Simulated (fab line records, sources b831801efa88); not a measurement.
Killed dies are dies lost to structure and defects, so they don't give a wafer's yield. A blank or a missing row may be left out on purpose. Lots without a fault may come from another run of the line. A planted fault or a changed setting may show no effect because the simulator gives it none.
fab line records | flow gf180mcu
record lots=5 wafers=15 last_day=34
route steps=602 shown MIM@516 M5@526 V5@540
lots that met no fault: from a run of the same line without faults
start_h: hours from the record's first day to the start of the lot's first wafer shown | wait_h: hours since the lot's step before | " the same as in the row above | L1.1+2: a row that stands for several wafers | - no value, or no start given | * or withheld: withheld | < > ~ a bound
route shown NAME@n: a module of which the file shows steps, and the number in the route of the first | usual: mean/standard deviation of fault-free wafers | same: alike in all rows | chamber/n: place in a boat | sites: the reading at each site | _std_site: their standard deviation | _edge_site: outer sites' mean less inner sites' | radius_mm: how far each site lies from the wafer's centre | mask NAME#n: copy n | behind: the tool/chamber that last shaped the wafer | hold: why the lot was held/for how many hours/how that ended | device: the transistor (n, p or np) that didn't switch | end of line: the same wafers' tests at the end of the route | a step without rows: its recipe alone | killed: dies lost to structure and defects at the first sort, not the wafer's yield | map: a wafer's dies, x killed, . not, _ none there
set.NAME: the setting as run; set.NAME@STEP: as run at that earlier step | model.NAME: the simulator's own value behind a step, which no gauge read
lots at some steps of the route; a table a step, a row a wafer
services: from which hour (start_h, from the record's first day; less than 0 if before it) a tool's chamber was out of use, for how many hours, and why
## steps
# step GF_MIM_HMDS_13
# recipe prime_time_s=60 prime_temp_c=120
# columns lot.wafer tool chamber start_h wait_h
L082.1+2+4 litho_track-01 0 655.12 0.1
L085.2+5+6 litho_track-04 0 673.04 0.1
L089.1+3+6 litho_track-01 0 702.07 0.1
L090.2+4+5 litho_track-04 0 709.44 0.1
L094.2+3+5 litho_track-04 0 737.24 0.1
# step GF_MIM_COAT_14
# recipe resist=NOVOLAK spin_rpm=3000 resist_thk_nm=1000
# usual spin_speed_rpm=2999.9/2.1
# columns lot.wafer tool chamber start_h wait_h spin_speed_rpm
L082.1 litho_track-01 0 655.27 0.1 3000.8
L082.2 " 0 " " 2999.4
L082.4 " 0 " " 2998.9
L085.2 litho_track-04 0 673.19 0.1 2999.5
L085.5 " 0 " " 3004.4
L085.6 " 0 " " 3003.3
L089.1 litho_track-01 0 702.22 0.1 2996.1
L089.3 " 0 " " 2996.6
L089.6 " 0 " " 2995.4
L090.2 litho_track-04 0 709.59 0.1 2997.8
L090.4 " 0 " " 2997.8
L090.5 " 0 " " 2999.1
L094.2 litho_track-04 0 737.39 0.1 2998.5
L094.3 " 0 " " 3004.1
L094.5 " 0 " " 3002.8
# step GF_MIM_SOFTBAKE_15
# recipe temp_c=90 time_s=60 resist=NOVOLAK
# columns lot.wafer tool chamber start_h wait_h
L082.1+2+4 litho_track-01 0 655.42 0.1
L085.2+5+6 litho_track-04 0 673.34 0.1
L089.1+3+6 litho_track-01 0 702.37 0.1
L090.2+4+5 litho_track-04 0 709.74 0.1
L094.2+3+5 litho_track-04 0 737.54 0.1
# step GF_MIM_EXPOSE_16
# recipe mask_id=FuseTop target_cd_nm=2000 na=0.6 source_shape=conventional sigma_outer=0.6 dose_mj=140
# columns lot.wafer tool chamber start_h wait_h mask
L082.1+2+4 iline_stepper-02 0 - - FuseTop#0
L085.2+5+6 iline_stepper-01 0 - - FuseTop#0
L089.1+3+6 iline_stepper-02 0 - - FuseTop#0
L090.2+4+5 iline_stepper-02 0 - - FuseTop#0
L094.2+3+5 iline_stepper-02 0 - - FuseTop#0
# step GF_MIM_PEB_17
# recipe temp_c=withheld time_s=* resist=NOVOLAK
# columns lot.wafer tool chamber start_h wait_h
L082.1+2+4 litho_track-04 0 - -
L085.2+5+6 litho_track-04 0 - -
L089.1+3+6 litho_track-01 0 - -
L090.2+4+5 litho_track-01 0 - -
L094.2+3+5 litho_track-04 0 - -
# step GF_MIM_DEVELOP_18
# recipe develop_time_s=60 dev_temp_c=23
# usual developer_temp_C=22.99/0.13
# columns lot.wafer tool chamber start_h wait_h developer_temp_C
L082.1 litho_track-04 0 665.07 0.1 22.81
L082.2 " 0 " " 22.95
L082.4 " 0 " " 22.89
L085.2 litho_track-04 0 682.54 0.1 23.10
L085.5 " 0 " " 23.04
L085.6 " 0 " " 22.99
L089.1 litho_track-01 0 711.72 0.1 23.08
L089.3 " 0 " " 23.09
L089.6 " 0 " " 22.96
L090.2 litho_track-01 0 717.50 0.1 23.10
L090.4 " 0 " " 23.12
L090.5 " 0 " " 23.02
L094.2 litho_track-04 0 746.39 0.1 23.01
L094.3 " 0 " " 22.94
L094.5 " 0 " " 22.82
# step GF_MIM_METAL_ETCH_19
# recipe chemistry=Cl2/BCl3 mask_material=NOVOLAK stop_on=Si3N4 target_depth_nm=324.5 pressure_mtorr=8 icp_w=800 bias_w=140 Cl2_flow_sccm=80 bcl3_flow_sccm=40 time_s=54.1
# usual drypump_motor_current_A=5.7/0.59 oes_product_au=0.942/0.0062 throttle_valve_pct=28.283/0.0097
# columns lot.wafer tool chamber start_h wait_h drypump_motor_current_A oes_product_au rf_hours_counter_h throttle_valve_pct
L082.1 rie_metal-02 1 665.22 0.1 5.1 0.940 5 28.285
L082.2 " 1 " " 5.1 0.942 - 28.287
L082.4 " 1 " " 5.1 0.947 - 28.275
L085.2 rie_metal-01 0 682.67 0.1 5.5 0.942 13 28.291
L085.5 " 0 " " 5.5 0.944 - 28.288
L085.6 " 1 " " 5.0 0.952 - 28.302
L089.1 rie_metal-01 0 711.87 0.1 5.5 0.951 14 28.299
L089.3 " 0 " " 5.5 0.933 - 28.287
L089.6 " 1 " " 5.0 0.944 - 28.278
L090.2 rie_metal-04 0 717.62 0.1 6.0 0.937 12 28.277
L090.4 " 0 " " 6.1 0.945 - 28.297
L090.5 " 0 " " 6.0 0.934 - 28.287
L094.2 rie_metal-04 0 746.51 0.1 6.1 0.945 0 28.280
L094.3 " 0 " " 6.0 0.947 - 28.278
L094.5 " 1 " " 6.5 0.942 - 28.286
# step GF_MIM_STRIP_20
# recipe chemistry=O2/N2 power_w=1400 pressure_mtorr=1500 platen_temp_c=250 o2_flow_sccm=3000 n2_flow_sccm=300 overash_fraction=0.5
# usual drypump_motor_current_A=5.53/0.14 heater_power_w=324/32 o2_flow_sccm=3000/19 oes_product_au=0.691/0.0051 strip_time_to_endpoint_s=11.20/0.04
# columns lot.wafer tool chamber start_h wait_h drypump_motor_current_A heater_power_w o2_flow_sccm oes_product_au rf_hours_counter_h strip_time_to_endpoint_s
L082.1 plasma_asher-04 1 665.40 0.2 5.49 332 3005 0.688 54 11.16
L082.2 " 0 " " 5.61 304 2988 0.690 54 11.16
L082.4 " 1 " " 5.49 337 3004 0.693 - 11.13
L085.2 plasma_asher-03 1 682.74 0.0 5.51 274 3005 0.696 87 11.19
L085.5 " 1 " " 5.53 279 3006 0.695 - 11.22
L085.6 " 0 " " 5.69 327 3000 0.691 - 11.26
L089.1 plasma_asher-04 0 711.94 0.0 5.60 304 2980 0.688 59 11.12
L089.3 " 0 " " 5.62 297 2981 0.690 - 11.16
L089.6 " 0 " " 5.62 307 2998 0.687 - 11.12
L090.2 plasma_asher-04 0 717.69 0.0 5.62 304 2990 0.691 60 11.26
L090.4 " 1 " " 5.46 332 3006 0.698 - 11.22
L090.5 " 1 " " 5.47 345 2989 0.706 - 11.23
L094.2 plasma_asher-01 0 746.58 0.0 5.55 377 3009 0.688 0 11.18
L094.3 " 1 " " 5.27 297 3009 0.683 - 11.13
L094.5 " 1 " " 5.26 290 2998 0.699 - 11.19
# step GF_MIM_STRIP_21
# recipe chemistry=post_etch_residue_remover time_s=1200 temp_c=72.5
# columns lot.wafer tool chamber start_h wait_h
L082.1+2+4 wet_bench-02 1 665.50 0.1
L085.2+5+6 wet_bench-01 3 682.84 0.1
L089.1+3+6 wet_bench-04 3 712.04 0.1
L090.2+4+5 wet_bench-01 2 717.79 0.1
L094.2+3+5 wet_bench-02 3 746.68 0.1
# step GF_MIM_CLEAN_22
# recipe chemistry=DIW dry=n2_spin
# columns lot.wafer tool chamber start_h wait_h
L082.1+2+4 wet_bench-02 0 666.19 0.0
L085.2+5+6 wet_bench-04 3 683.18 0.0
L089.1+3+6 wet_bench-02 1 712.39 0.0
L090.2+4+5 wet_bench-02 3 718.14 0.0
L094.2+3+5 wet_bench-01 2 747.03 0.0
# step GF_M5_DEHYDRATE_00
# recipe temp_c=200 time_s=60
# columns lot.wafer tool chamber start_h wait_h
L082.1+2+4 litho_track-03 0 675.23 8.9
L085.2+5+6 litho_track-01 0 692.55 9.3
L089.1+3+6 litho_track-01 0 721.12 8.6
L090.2+4+5 litho_track-02 0 726.44 8.2
L094.2+3+5 litho_track-02 0 754.79 7.7
# step GF_M5_HMDS_01
# recipe prime_time_s=60 prime_temp_c=120
# columns lot.wafer tool chamber start_h wait_h
L082.1+2+4 litho_track-03 0 675.38 0.1
L085.2+5+6 litho_track-01 0 692.70 0.1
L089.1+3+6 litho_track-01 0 721.27 0.1
L090.2+4+5 litho_track-02 0 726.59 0.1
L094.2+3+5 litho_track-02 0 754.94 0.1
# step GF_M5_COAT_02
# recipe resist=KrF spin_rpm=withheld resist_thk_nm=1000
# columns lot.wafer tool chamber start_h wait_h
L082.1+2+4 litho_track-03 0 675.53 0.1
L085.2+5+6 litho_track-01 0 692.85 0.1
L089.1+3+6 litho_track-01 0 721.42 0.1
L090.2+4+5 litho_track-02 0 726.74 0.1
L094.2+3+5 litho_track-02 0 755.09 0.1
# step GF_M5_SOFTBAKE_03
# recipe temp_c=130 time_s=60 resist=KrF
# columns lot.wafer tool chamber start_h wait_h
L082.1+2+4 litho_track-03 0 675.68 0.1
L085.2+5+6 litho_track-01 0 693.00 0.1
L089.1+3+6 litho_track-01 0 721.57 0.1
L090.2+4+5 litho_track-02 0 726.89 0.1
L094.2+3+5 litho_track-02 0 755.24 0.1
# step GF_M5_EXPOSE_04
# recipe mask_id=Metal5 target_cd_nm=280 na=0.68 source_shape=conventional sigma_outer=0.6 dose_mj=28
# columns lot.wafer tool chamber start_h wait_h mask
L082.1+2+4 krf_scanner-01 0 - - Metal5#0
L085.2+5+6 krf_scanner-02 0 - - Metal5#0
L089.1+3+6 krf_scanner-02 0 - - Metal5#0
L090.2+4+5 krf_scanner-01 0 - - Metal5#0
L094.2+3+5 krf_scanner-01 0 - - Metal5#0
# step GF_M5_PEB_05
# recipe peb_temp_c=135 peb_time_s=90 resist=KrF
# columns lot.wafer tool chamber start_h wait_h
L082.1+2+4 litho_track-03 0 - -
L085.2+5+6 litho_track-01 0 - -
L089.1+3+6 litho_track-02 0 - -
L090.2+4+5 litho_track-02 0 - -
L094.2+3+5 litho_track-03 0 - -
# step GF_M5_DEVELOP_06
# recipe develop_time_s=60 dev_temp_c=21
# usual developer_temp_C=21.00/0.11
# columns lot.wafer tool chamber start_h wait_h developer_temp_C
L082.1 litho_track-03 0 685.03 0.2 20.84
L082.2 " 0 " " 20.91
L082.4 " 0 " " 20.91
L085.2 litho_track-01 0 702.75 0.2 20.91
L085.5 " 0 " " 21.04
L085.6 " 0 " " 20.95
L089.1 litho_track-02 0 730.27 0.2 21.16
L089.3 " 0 " " 21.00
L089.6 " 0 " " 21.14
L090.2 litho_track-02 0 735.84 0.2 20.96
L090.4 " 0 " " 20.93
L090.5 " 0 " " 20.92
L094.2 litho_track-03 0 763.90 0.2 20.94
L094.3 " 0 " " 20.98
L094.5 " 0 " " 21.14
# step GF_M5_CD_MEAS_07
# recipe target_cd_nm=280
# usual cd_nm=280.3/1.1
# columns lot.wafer tool chamber start_h wait_h cd_nm
L082.1 cd_sem-02 - 685.19 0.1 282.0
L082.2 " - " " 282.0
L082.4 " - " " 281.7
L085.2 cd_sem-02 - 703.09 0.3 281.3
L085.5 " - " " 282.6
L085.6 " - " " 280.1
L089.1 cd_sem-01 - 730.42 0.1 279.8
L089.3 " - " " 279.2
L089.6 " - " " 280.3
L090.2 cd_sem-01 - 735.98 0.1 279.8
L090.4 " - " " 278.1
L090.5 " - " " 277.7
L094.2 cd_sem-02 - 764.05 0.1 281.7
L094.3 " - " " 280.0
L094.5 " - " " 280.9
# step GF_M5_OVL_MEAS_08
# usual M5_OVL=3/6.3
# columns lot.wafer tool chamber start_h wait_h M5_OVL[nm]
L082.1 overlay-02 - 685.31 0.1 1
L082.2 " - " " -7
L082.4 " - " " 0
L085.2 overlay-01 - 703.20 0.1 9
L085.5 " - " " 5
L085.6 " - " " 7
L089.1 overlay-01 - 730.54 0.1 12
L089.3 " - " " 5
L089.6 " - " " 6
L090.2 overlay-01 - 736.09 0.1 1
L090.4 " - " " 4
L090.5 " - " " -1
L094.2 overlay-02 - 764.15 0.1 5
L094.3 " - " " -2
L094.5 " - " " 2
# step GF_M5_ETCH_09
# recipe chemistry=CF4/O2 target=Si3N4 target_depth_nm=52 source_w=800 bias_w=150 pressure_mtorr=150 cf4_flow_sccm=80 O2_flow_sccm=10 time_s=11.6
# usual drypump_motor_current_A=5.6/0.47 oes_product_au=0.999/0.0071 throttle_valve_pct=5.970/0.0087
# columns lot.wafer tool chamber start_h wait_h drypump_motor_current_A oes_product_au rf_hours_counter_h throttle_valve_pct
L082.1 rie_diel-04 0 685.34 0.0 5.8 0.995 12 5.972
L082.2 " 2 " " 5.8 0.983 4 5.960
L082.4 " 3 " " 5.9 0.998 1 5.979
L085.2 rie_diel-02 0 703.23 0.0 5.8 1.001 16 5.972
L085.5 " 1 " " 5.4 0.999 - 5.977
L085.6 " 2 " " 4.6 0.997 - 5.966
L089.1 rie_diel-02 1 730.57 0.0 5.4 0.996 29 5.974
L089.3 " 2 " " 4.6 1.000 11 5.963
L089.6 " 3 " " 6.0 1.008 - 5.982
L090.2 rie_diel-03 2 736.12 0.0 6.0 0.990 40 5.964
L090.4 " 1 " " 5.8 1.005 - 5.978
L090.5 " 2 " " 6.0 1.005 - 5.961
L094.2 rie_diel-03 3 764.18 0.0 5.3 0.997 12 5.983
L094.3 " 0 " " 6.0 0.979 1 5.957
L094.5 " 0 " " 6.0 0.986 - 5.950
# step GF_M5_METAL_ETCH_10
# recipe chemistry=Cl2/BCl3 mask_material=KrF target_depth_nm=627.5 stop_on=SiO2 pressure_mtorr=8 icp_w=800 bias_w=140 Cl2_flow_sccm=80 bcl3_flow_sccm=40 time_s=104.6
# usual drypump_motor_current_A=5.9/0.41 oes_product_au=0.974/0.0057 throttle_valve_pct=28.248/0.0093
# columns lot.wafer tool chamber start_h wait_h drypump_motor_current_A oes_product_au rf_hours_counter_h throttle_valve_pct
L082.1 rie_metal-03 0 685.36 0.0 5.8 0.986 3 28.248
L082.2 " 1 " " 6.1 0.979 2 28.246
L082.4 " 0 " " 5.8 0.977 - 28.244
L085.2 rie_metal-03 0 703.25 0.0 5.8 0.982 4 28.250
L085.5 " 1 " " 6.1 0.979 - 28.236
L085.6 " 0 " " 5.8 0.982 - 28.249
L089.1 rie_metal-01 1 730.59 0.0 5.0 0.966 5 28.236
L089.3 " 1 " " 5.1 0.967 - 28.268
L089.6 " 1 " " 5.0 0.971 - 28.253
L090.2 rie_metal-01 0 736.14 0.0 5.5 0.968 0 28.249
L090.4 " 1 " " 5.0 0.975 - 28.259
L090.5 " 1 " " 5.0 0.970 - 28.258
L094.2 rie_metal-01 1 764.21 0.0 5.0 0.973 7 28.249
L094.3 " 0 " " 5.5 0.977 - 28.253
L094.5 " 1 " " 5.0 0.974 - 28.253
# step GF_M5_STRIP_11
# recipe chemistry=O2/N2 power_w=1400 pressure_mtorr=1500 platen_temp_c=250 o2_flow_sccm=3000 n2_flow_sccm=300 overash_fraction=0.5
# usual drypump_motor_current_A=5.62/0.23 heater_power_w=320/28 o2_flow_sccm=3000/9.4 oes_product_au=0.543/0.0045 strip_time_to_endpoint_s=7.52/0.032
# columns lot.wafer tool chamber start_h wait_h drypump_motor_current_A heater_power_w o2_flow_sccm oes_product_au rf_hours_counter_h strip_time_to_endpoint_s
L082.1 plasma_asher-03 1 685.48 0.1 5.52 284 2996 0.546 88 7.59
L082.2 " 0 " " 5.70 328 2995 0.542 88 7.53
L082.4 " 1 " " 5.53 278 3006 0.546 - 7.55
L085.2 plasma_asher-03 1 703.36 0.1 5.50 276 2967 0.543 89 7.53
L085.5 " 0 " " 5.70 329 3001 0.539 - 7.55
L085.6 " 1 " " 5.51 281 2975 0.541 - 7.55
L089.1 plasma_asher-03 1 730.82 0.2 5.52 277 2994 0.548 92 7.59
L089.3 " 0 " " 5.75 330 2995 0.543 - 7.55
L089.6 " 1 " " 5.54 284 3005 0.549 - 7.58
L090.2 plasma_asher-02 1 736.26 0.1 6.22 375 2994 0.541 34 7.46
L090.4 " 0 " " 5.26 337 2996 0.546 - 7.49
L090.5 " 1 " " 6.15 372 2994 0.547 - 7.49
L094.2 plasma_asher-04 1 764.32 0.1 5.49 333 3003 0.551 65 7.54
L094.3 " 1 " " 5.47 329 3001 0.543 - 7.50
L094.5 " 1 " " 5.51 335 3000 0.545 - 7.54
# step GF_M5_STRIP_12
# recipe chemistry=post_etch_residue_remover time_s=1200 temp_c=72.5
# columns lot.wafer tool chamber start_h wait_h
L082.1+2+4 wet_bench-04 3 685.58 0.1
L085.2+5+6 wet_bench-04 0 703.46 0.1
L089.1+3+6 wet_bench-04 3 730.92 0.1
L090.2+4+5 wet_bench-04 1 736.36 0.1
L094.2+3+5 wet_bench-04 0 764.42 0.1
# step GF_M5_CLEAN_13
# recipe chemistry=DIW dry=n2_spin
# columns lot.wafer tool chamber start_h wait_h
L082.1+2+4 wet_bench-01 2 685.95 0.0
L085.2+5+6 wet_bench-03 3 703.80 0.0
L089.1+3+6 wet_bench-03 0 731.26 0.0
L090.2+4+5 wet_bench-03 2 736.73 0.0
L094.2+3+5 wet_bench-03 0 765.79 0.0
# step GF_V5_CVD_00
# recipe material=SiO2 target_thk_nm=300 sigma_open_frac=0.3 temp_c=400 time_s=50 sih4_flow_sccm=60 pressure_mtorr=6
# columns lot.wafer tool chamber start_h wait_h
L082.1+2+4 hdpcvd-01 2,1,2 686.04 0.0
L085.2+5+6 hdpcvd-02 2,1,2 703.90 0.0
L089.1+3+6 hdpcvd-01 0,2,1 731.35 0.0
L090.2+4+5 hdpcvd-01 0,1,2 736.82 0.0
L094.2+3+5 hdpcvd-01 0,1,1 765.88 0.0
# step GF_V5_THK_MEAS_01
# recipe reads=SiO2_of_V5_CVD_00
# usual V5_CVD_00_THK=302/3.2
# columns lot.wafer tool chamber start_h wait_h V5_CVD_00_THK[nm]
L082.1 film_metro-03 - 686.09 0.0 302
L082.2 " - " " 303
L082.4 " - " " 303
L085.2 film_metro-03 - 703.96 0.0 296
L085.5 " - " " 295
L085.6 " - " " 296
L089.1 film_metro-03 - 731.40 0.0 300
L089.3 " - " " 307
L089.6 " - " " 303
L090.2 film_metro-04 - 736.88 0.0 301
L090.4 " - " " 304
L090.5 " - " " 302
L094.2 film_metro-04 - 765.93 0.0 305
L094.3 " - " " 306
L094.5 " - " " 303
# step GF_V5_CVD_02
# recipe material=SiO2 target_thk_nm=1450 precursor=TEOS temp_c=400 time_s=163.28 rf_w=600
# usual heater_power_outer_w=359/52 heater_power_w=629/67
# columns lot.wafer tool chamber start_h wait_h heater_power_outer_w heater_power_w
L082.1 pecvd-04 2 686.15 0.1 404 676
L082.2 " 0 " " 362 608
L082.4 " 2 " " 295 545
L085.2 pecvd-02 0 704.01 0.0 357 648
L085.5 " 1 " " 318 583
L085.6 " 0 " " 275 548
L089.1 pecvd-04 1 731.46 0.1 380 636
L089.3 " 2 " " 400 670
L089.6 " 1 " " 295 526
L090.2 pecvd-01 0 736.93 0.0 389 670
L090.4 " 1 " " 340 617
L090.5 " 2 " " 407 669
L094.2 pecvd-01 1 765.98 0.0 398 695
L094.3 " 0 " " 358 623
L094.5 " 0 " " 406 708
# step GF_V5_THK_MEAS_03
# recipe reads=SiO2_of_V5_CVD_02
# usual V5_CVD_02_THK=1448/17
# columns lot.wafer tool chamber start_h wait_h V5_CVD_02_THK[nm]
L082.1 film_metro-04 - 686.25 0.1 1425
L082.2 " - " " 1421
L082.4 " - " " 1445
L085.2 film_metro-03 - 704.12 0.1 1438
L085.5 " - " " 1456
L085.6 " - " " 1456
L089.1 film_metro-01 - 731.56 0.1 1444
L089.3 " - " " 1443
L089.6 " - " " 1477
L090.2 film_metro-01 - 737.04 0.1 1446
L090.4 " - " " 1460
L090.5 " - " " 1455
L094.2 film_metro-04 - 766.10 0.1 1452
L094.3 " - " " 1448
L094.5 " - " " 1457
# step GF_V5_CMP_04
# recipe material=SiO2 down_force_psi=4 platen_rpm=60 pad_velocity_m_s=0.94248
# usual head_pressure_psi=4.000/0.0085 motor_current_A=12.4/0.92 retaining_ring_pressure_frac=1.000/0.0047 slurry_flow_ml_min=149.9/0.47
# columns lot.wafer tool chamber start_h wait_h head_pressure_psi motor_current_A retaining_ring_pressure_frac slurry_flow_ml_min
L082.4 cmp-01 0 686.31 0.0 4.008 12.4 0.995 149.7
L082.1 " 1 " " 3.992 12.2 1.003 149.3
L082.2 " 3 " " 4.006 13.9 0.991 149.4
L085.2 cmp-02 0 704.27 0.1 4.009 11.2 0.994 149.8
L085.5 " 2 " " 3.997 13.1 1.000 150.0
L085.6 " 3 " " 4.002 13.1 0.993 149.8
L089.1 cmp-02 0 731.62 0.1 4.003 11.6 0.991 149.6
L089.3 " 2 " " 3.992 12.8 0.991 149.8
L089.6 " 0 " " 4.002 11.6 1.002 150.1
L090.2 cmp-02 3 737.14 0.1 4.012 12.9 0.996 150.3
L090.4 " 1 " " 4.009 11.1 0.996 149.5
L090.5 " 3 " " 4.001 12.4 0.993 149.7
L094.2 cmp-02 2 766.20 0.1 3.990 13.4 1.000 149.3
L094.3 " 3 " " 3.999 13.0 0.995 149.6
L094.5 " 1 " " 4.000 11.3 1.002 150.0
# step GF_V5_BOW_MEAS_05
# recipe mode=bow
# usual V5_BOW=135/9.3
# columns lot.wafer tool chamber start_h wait_h V5_BOW[um]
L082.1 film_metro-01 - 686.61 0.2 144
L082.2 " - " " 123
L082.4 " - " " 129
L085.2 film_metro-01 - 704.49 0.2 133
L085.5 " - " " 138
L085.6 " - " " 132
L089.1 film_metro-04 - 731.92 0.2 128
L089.3 " - " " 130
L089.6 " - " " 130
L090.2 film_metro-03 - 737.47 0.3 130
L090.4 " - " " 128
L090.5 " - " " 139
L094.2 film_metro-03 - 766.47 0.2 137
L094.3 " - " " 132
L094.5 " - " " 128
# step GF_V5_DEHYDRATE_06
# recipe temp_c=200 time_s=60
# columns lot.wafer tool chamber start_h wait_h
L082.1+2+4 litho_track-01 0 695.72 9.1
L085.2+5+6 litho_track-02 0 712.94 8.4
L089.1+3+6 litho_track-01 0 740.27 8.3
L090.2+4+5 litho_track-02 0 746.19 8.7
L094.2+3+5 litho_track-02 0 773.89 7.4
# step GF_V5_HMDS_07
# recipe prime_time_s=60 prime_temp_c=120
# columns lot.wafer tool chamber start_h wait_h
L082.1+2+4 litho_track-01 0 695.87 0.1
L085.2+5+6 litho_track-02 0 713.09 0.1
L089.1+3+6 litho_track-01 0 740.42 0.1
L090.2+4+5 litho_track-02 0 746.34 0.1
L094.2+3+5 litho_track-02 0 774.04 0.1
# step GF_V5_COAT_08
# recipe resist=BARC temp_c=withheld time_s=withheld spin_rpm=withheld resist_thk_nm=withheld
# columns lot.wafer tool chamber start_h wait_h
L082.1+2+4 litho_track-01 0 696.02 0.1
L085.2+5+6 litho_track-02 0 713.24 0.1
L089.1+3+6 litho_track-01 0 740.57 0.1
L090.2+4+5 litho_track-02 0 746.49 0.1
L094.2+3+5 litho_track-02 0 774.19 0.1
# step GF_V5_COAT_09
# recipe resist=KrF spin_rpm=withheld resist_thk_nm=1000
# columns lot.wafer tool chamber start_h wait_h
L082.1+2+4 litho_track-01 0 - -
L085.2+5+6 litho_track-02 0 - -
L089.1+3+6 litho_track-01 0 - -
L090.2+4+5 litho_track-02 0 - -
L094.2+3+5 litho_track-02 0 - -
# step GF_V5_SOFTBAKE_10
# recipe temp_c=130 time_s=60 resist=KrF
# columns lot.wafer tool chamber start_h wait_h
L082.1+2+4 litho_track-01 0 - -
L085.2+5+6 litho_track-02 0 - -
L089.1+3+6 litho_track-01 0 - -
L090.2+4+5 litho_track-02 0 - -
L094.2+3+5 litho_track-02 0 - -
# step GF_V5_EXPOSE_11
# recipe mask_id=Via5 target_cd_nm=260 na=0.68 source_shape=conventional sigma_outer=0.6 dose_mj=38
# columns lot.wafer tool chamber start_h wait_h mask
L082.1+2+4 krf_scanner-02 0 - - Via5#0
L085.2+5+6 krf_scanner-02 0 - - Via5#0
L089.1+3+6 krf_scanner-01 0 - - Via5#0
L090.2+4+5 krf_scanner-02 0 - - Via5#0
L094.2+3+5 krf_scanner-01 0 - - Via5#0
# step GF_V5_PEB_12
# recipe peb_temp_c=135 peb_time_s=90 resist=KrF
# columns lot.wafer tool chamber start_h wait_h
L082.1+2+4 litho_track-04 0 - -
L085.2+5+6 litho_track-01 0 - -
L089.1+3+6 litho_track-01 0 - -
L090.2+4+5 litho_track-04 0 - -
L094.2+3+5 litho_track-04 0 - -
# step GF_V5_DEVELOP_13
# recipe develop_time_s=60 resist=KrF dev_temp_c=21
# usual developer_temp_C=21.00/0.092
# columns lot.wafer tool chamber start_h wait_h developer_temp_C
L082.1 litho_track-04 0 705.32 0.2 21.05
L082.2 " 0 " " 20.96
L082.4 " 0 " " 21.05
L085.2 litho_track-01 0 722.25 0.2 21.03
L085.5 " 0 " " 21.11
L085.6 " 0 " " 21.06
L089.1 litho_track-01 0 749.52 0.2 20.97
L089.3 " 0 " " 20.90
L089.6 " 0 " " 21.02
L090.2 litho_track-04 0 754.74 0.2 21.05
L090.4 " 0 " " 21.03
L090.5 " 0 " " 21.05
L094.2 litho_track-04 0 782.54 0.2 21.06
L094.3 " 0 " " 21.09
L094.5 " 0 " " 21.14
# step GF_V5_CD_MEAS_14
# recipe target_cd_nm=260
# usual cd_nm=259.6/1.2
# columns lot.wafer tool chamber start_h wait_h cd_nm
L082.1 cd_sem-02 - 705.47 0.1 258.8
L082.2 " - " " 258.5
L082.4 " - " " 259.2
L085.2 cd_sem-01 - 722.39 0.1 259.8
L085.5 " - " " 260.0
L085.6 " - " " 261.3
L089.1 cd_sem-01 - 749.67 0.1 261.5
L089.3 " - " " 261.5
L089.6 " - " " 262.0
L090.2 cd_sem-02 - 754.88 0.1 259.6
L090.4 " - " " 260.2
L090.5 " - " " 261.3
L094.2 cd_sem-02 - 782.68 0.1 258.9
L094.3 " - " " 259.2
L094.5 " - " " 259.5
# step GF_V5_OVL_MEAS_15
# usual V5_OVL=3/6.7
# columns lot.wafer tool chamber start_h wait_h V5_OVL[nm]
L082.1 overlay-02 - 705.59 0.1 -3
L082.2 " - " " 5
L082.4 " - " " -1
L085.2 overlay-01 - 722.50 0.1 2
L085.5 " - " " -5
L085.6 " - " " 14
L089.1 overlay-01 - 749.79 0.1 8
L089.3 " - " " 8
L089.6 " - " " -3
L090.2 overlay-02 - 754.99 0.1 -2
L090.4 " - " " -3
L090.5 " - " " -3
L094.2 overlay-01 - 782.79 0.1 7
L094.3 " - " " -4
L094.5 " - " " -4
# step GF_V5_ETCH_16
# recipe chemistry=N2/H2 target_depth_a=withheld overetch_a=withheld time_s=withheld target=BARC ion_energy_ev=200 source_w=500 bias_w=100 pressure_mtorr=30 n2_flow_sccm=100 h2_flow_sccm=200
# usual drypump_motor_current_A=5.8/0.44 oes_product_au=0.855/0.0052 throttle_valve_pct=13.226/0.0092
# columns lot.wafer tool chamber start_h wait_h drypump_motor_current_A oes_product_au throttle_valve_pct
L082.1 rie_diel-03 0 705.62 0.0 6.0 0.850 13.229
L082.2 " 2 " " 6.0 0.854 13.240
L082.4 " 3 " " 5.4 0.851 13.218
L085.2 rie_diel-03 3 722.53 0.0 5.4 0.849 13.227
L085.5 " 2 " " 6.0 0.847 13.239
L085.6 " 3 " " 5.3 0.851 13.227
L089.1 rie_diel-04 3 749.83 0.0 5.9 0.848 13.222
L089.3 " 2 " " 5.8 0.852 13.241
L089.6 " 2 " " 5.8 0.852 13.225
L090.2 rie_diel-03 0 755.02 0.0 6.0 0.864 13.239
L090.4 " 3 " " 5.4 0.847 13.236
L090.5 " 1 " " 5.8 0.852 13.219
L094.2 rie_diel-04 3 782.82 0.0 5.9 0.859 13.224
L094.3 " 2 " " 5.8 0.853 13.219
L094.5 " 2 " " 5.8 0.854 13.223
# step GF_V5_ETCH_17
# recipe chemistry=C4F8/O2/Ar mask_material=KrF target=SiO2 stop_on=TiN source_w=1500 bias_w=1200 pressure_mtorr=40 c4f8_flow_sccm=withheld O2_flow_sccm=6 Ar_flow_sccm=300 time_s=withheld target_depth_a=8550
# usual oes_product_au=0.859/0.0044
# columns lot.wafer tool chamber start_h wait_h oes_product_au
L082.1 rie_diel-03 0 - - 0.856
L082.2 " 2 " " 0.860
L082.4 " 3 " " 0.864
L085.2 rie_diel-03 3 - - 0.864
L085.5 " 2 " " 0.867
L085.6 " 3 " " 0.869
L089.1 rie_diel-04 3 - - 0.861
L089.3 " 2 " " 0.860
L089.6 " 2 " " 0.862
L090.2 rie_diel-03 0 - - 0.865
L090.4 " 3 " " 0.866
L090.5 " 1 " " 0.866
L094.2 rie_diel-04 3 - - 0.863
L094.3 " 2 " " 0.856
L094.5 " 2 " " 0.860
## services
# columns tool chamber start_h hours kind
krf_scanner-01 - 641.08 3.6 pm
rie_diel-02 - 661.44 2.8 pm
cmp-02 - 666.09 0.9 repair
krf_scanner-02 - 666.61 3.6 pm
krf_scanner-01 - 696.13 0.8 pm
pecvd-01 2 698.18 8.9 repair
rie_metal-03 1 711.34 10.3 repair
krf_scanner-01 - 715.23 1.3 pm
hdpcvd-01 - 734.68 0.8 repair
plasma_asher-03 - 738.17 2.3 repair
cmp-02 - 739.86 5.6 pm
krf_scanner-01 - 744.60 1.0 pm
hdpcvd-01 - 758.01 1.0 repair
krf_scanner-02 - 758.21 14.9 repair
iline_stepper-02 - 759.96 1.7 pm
rie_diel-04 - 760.68 2.8 pm
krf_scanner-02 - 761.36 4.0 repair
krf_scanner-02 - 763.14 1.0 repair
rie_diel-03 3 768.57 6.0 repair
rie_diel-04 1 770.33 20.6 repair
krf_scanner-02 - 770.43 0.7 repair
krf_scanner-02 - 773.08 1.0 pm
rie_diel-04 0 781.68 4.1 repair
cmp-02 - 782.53 5.6 pm
## key
fault none
